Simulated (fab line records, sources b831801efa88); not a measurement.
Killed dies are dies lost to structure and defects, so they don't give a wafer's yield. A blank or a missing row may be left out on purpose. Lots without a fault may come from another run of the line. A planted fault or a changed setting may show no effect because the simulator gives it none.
Which tool did it? | flow gf180mcu | 13 lots, 39 wafers sampled, at 5 steps of a route of 602

WHAT THE GAUGES READ, wafer by wafer
GF_HV_LDD_TW_MEAS_50.
lot  | measured     | on            | HV_LDD_4_TW
L310 | day 13 01:49 | film_metro-03 | 576 574 576
L311 | day 13 05:01 | film_metro-03 | 578 576 577
L315 | day 14 18:52 | film_metro-02 | 574 575 571
L316 | day 15 04:40 | film_metro-03 | 526 525 527
L317 | day 15 12:29 | film_metro-02 | 529 527 526
L322 | day 17 01:28 | film_metro-02 | 571 574 571
L323 | day 17 13:17 | film_metro-02 | 573 572 573
L325 | day 17 20:17 | film_metro-04 | 563 562 562
L326 | day 18 05:16 | film_metro-03 | 572 578 574
L327 | day 18 10:37 | film_metro-02 | 577 576 573
L328 | day 18 17:13 | film_metro-03 | 576 573 575
L330 | day 19 14:55 | film_metro-02 | 578 572 573
L331 | day 20 06:10 | film_metro-03 | 573 572 570

GF_PSD_OVL_MEAS_08.
lot  | measured     | on         | PSD_OVL (nm)
L310 | day 14 21:41 | overlay-02 | 0.3 -0.1 -0.1
L311 | day 15 01:41 | overlay-01 | -3.6 -2.7 -0.7
L315 | day 16 17:47 | overlay-01 | 0.1 0.3 -0.3
L316 | day 17 04:04 | overlay-02 | -0.5 -0.2 -0.8
L317 | day 17 12:45 | overlay-02 | -4.3 -1.3 -0.4
L322 | day 19 03:10 | overlay-01 | -1.3 0.3 0.9
L323 | day 19 16:30 | overlay-02 | 1.8 1.3 0.4
L325 | day 19 23:08 | overlay-01 | -2.2 -5.6 -4.5
L326 | day 20 08:37 | overlay-02 | -1.4 -2.4 -2.3
L327 | day 20 13:29 | overlay-02 | -1.9 -2.0 -1.8
L328 | day 20 20:38 | overlay-01 | -0.9 -0.3 1.1
L330 | day 21 17:46 | overlay-02 | 0.5 -0.4 1.0
L331 | day 22 08:47 | overlay-01 | -3.2 -1.6 -1.3

WHICH TOOL RAN EACH LOT (tool, then ch and the chambers of the sampled wafers, then the start)
lot  | GF_POLY_GATE_ETCH_12               | GF_HV_LDD_IMPLANT_48            | GF_PSD_SOFTBAKE_03
L310 | rie_diel-04 ch 0,2,3, day 9 19:13  | implanter-03 ch 0, day 13 01:35 | litho_track-03 ch 0, day 14 10:56
L311 | rie_diel-04 ch 0,2,3, day 9 22:34  | implanter-03 ch 0, day 13 04:46 | litho_track-01 ch 0, day 14 14:34
L315 | rie_diel-04 ch 1,2, day 11 05:34   | implanter-02 ch 0, day 14 18:37 | litho_track-01 ch 0, day 16 06:43
L316 | rie_diel-04 ch 0,3, day 11 12:58   | implanter-03 ch 0, day 15 04:25 | litho_track-01 ch 0, day 16 16:16
L317 | rie_diel-01 ch 0,2,3, day 11 20:13 | implanter-03 ch 0, day 15 12:17 | litho_track-01 ch 0, day 17 01:29
L322 | rie_diel-02 ch 1,2,3, day 13 07:37 | implanter-02 ch 0, day 17 01:13 | litho_track-03 ch 0, day 18 14:48
L323 | rie_diel-01 ch 0,1,2, day 13 18:13 | implanter-01 ch 0, day 17 13:04 | litho_track-04 ch 0, day 19 04:03
L325 | rie_diel-04 ch 1,2,3, day 14 02:28 | implanter-02 ch 0, day 17 20:04 | litho_track-01 ch 0, day 19 10:46
L326 | rie_diel-01 ch 0,2,3, day 14 09:10 | implanter-03 ch 0, day 18 05:01 | litho_track-01 ch 0, day 19 19:55
L327 | rie_diel-01 ch 0,2,3, day 14 14:46 | implanter-02 ch 0, day 18 10:23 | litho_track-01 ch 0, day 20 01:29
L328 | rie_diel-04 ch 0,1,2, day 14 19:55 | implanter-03 ch 0, day 18 16:59 | litho_track-01 ch 0, day 20 09:05
L330 | rie_diel-04 ch 2,3, day 15 13:10   | implanter-03 ch 0, day 19 14:40 | litho_track-03 ch 0, day 21 06:06
L331 | rie_diel-01 ch 0,1,2, day 16 04:01 | implanter-03 ch 0, day 20 05:56 | litho_track-03 ch 0, day 21 20:44
- GF_POLY_GATE_ETCH_12: etches BARC in N2/H2.
- GF_HV_LDD_IMPLANT_48
- GF_PSD_SOFTBAKE_03: time 61.52 s.

WHAT THE TOOLS THEMSELVES READ (means of the sampled wafers that have a number; where no wafer has one, the mark that the record gives instead)
GF_POLY_GATE_ETCH_12.
lot  | tool        | drypump_motor_current_A (A) | oes_product_au (a.u.) | throttle_valve_pct (%)
L310 | rie_diel-04 | 6.2                         | 0.736                 | 13.210
L311 | rie_diel-04 | 6.2                         | 0.735                 | 13.220
L315 | rie_diel-04 | 6.4                         | 0.732                 | 13.214
L316 | rie_diel-04 | 6.2                         | 0.736                 | 13.214
L317 | rie_diel-01 | 5.9                         | 0.734                 | 13.217
L322 | rie_diel-02 | 5.5                         | 0.732                 | 13.212
L323 | rie_diel-01 | 5.7                         | 0.737                 | 13.210
L325 | rie_diel-04 | 6.3                         | 0.735                 | 13.223
L326 | rie_diel-01 | 5.9                         | 0.735                 | 13.215
L327 | rie_diel-01 | 5.9                         | 0.741                 | 13.216
L328 | rie_diel-04 | 6.2                         | 0.735                 | 13.213
L330 | rie_diel-04 | 6.4                         | 0.738                 | 13.217
L331 | rie_diel-01 | 5.7                         | 0.735                 | 13.206

GF_HV_LDD_IMPLANT_48.
lot  | tool         | beam_energy_keV | dose_ions_cm2 | faraday_current_uA
L310 | implanter-03 | 25.002          | 2.998e+13     | 171
L311 | implanter-03 | 24.992          | 3.001e+13     | 165
L315 | implanter-02 | 25.002          | 3.001e+13     | 168
L316 | implanter-03 | 16.243          | 2.999e+13     | 169
L317 | implanter-03 | 16.233          | 3.003e+13     | 174
L322 | implanter-02 | 25.006          | 2.998e+13     | 171
L323 | implanter-01 | 24.993          | 3.000e+13     | 168
L325 | implanter-02 | 25.003          | 3.000e+13     | 171
L326 | implanter-03 | 25.001          | 3.001e+13     | 175
L327 | implanter-02 | 24.993          | 3.000e+13     | 169
L328 | implanter-03 | 25.011          | 3.001e+13     | 169
L330 | implanter-03 | 25.005          | 2.999e+13     | 169
L331 | implanter-03 | 25.003          | 3.003e+13     | 167

GF_PSD_SOFTBAKE_03.
lot  | tool           | plate_sensor_t_centre_C (C) | plate_sensor_t_edge_C (C)
L310 | litho_track-03 | 90.749                      | 90.824
L311 | litho_track-01 | 90.757                      | 90.833
L315 | litho_track-01 | 90.755                      | 90.826
L316 | litho_track-01 | 90.761                      | 90.832
L317 | litho_track-01 | 90.750                      | 90.821
L322 | litho_track-03 | 90.757                      | 90.834
L323 | litho_track-04 | 90.760                      | 90.830
L325 | litho_track-01 | 90.751                      | 90.830
L326 | litho_track-01 | 90.753                      | 90.822
L327 | litho_track-01 | 90.768                      | 90.822
L328 | litho_track-01 | 90.759                      | 90.834
L330 | litho_track-03 | 90.754                      | 90.838
L331 | litho_track-03 | 90.753                      | 90.840

THE ANSWER, worked out from the rows above alone
Rule: what is usual is taken from the lots themselves. Put in order of their means at a reading, lots are off if they are a third of the lots or fewer, leave a main group of 4 or more, and stand apart from it by a gap of 3 or more times the standard deviation of the main group's means; of several such gaps the widest counts. A main group whose means are all the same, to the digits that the tables above print for the reading, isn't used. A lot without any number at a reading at which 4 lots or more have one is off too. The other lots that the step has rows for count as sound. The gauges are gone through in route order, then the tools' own readings, and for those a lot's mean is taken as printed above. The first step at which some lot is off is used, and at that step the reading that is off furthest; a lot without a number counts as furthest.
Off: L316, L317, at GF_HV_LDD_TW_MEAS_50 (HV_LDD_4_TW). The main group: mean 573, standard deviation 3.7.
A tool fits if, at a process step before that reading, it ran every lot that is off, and no sound lot after the first of them. The gauges at GF_HV_LDD_TW_MEAS_50 aren't tried: what is off there is off at GF_HV_LDD_IMPLANT_48 too, on other tools, and a gauge's error can't cause that. None of those tried fits.

WHAT THE SIMULATOR HAD PUT IN
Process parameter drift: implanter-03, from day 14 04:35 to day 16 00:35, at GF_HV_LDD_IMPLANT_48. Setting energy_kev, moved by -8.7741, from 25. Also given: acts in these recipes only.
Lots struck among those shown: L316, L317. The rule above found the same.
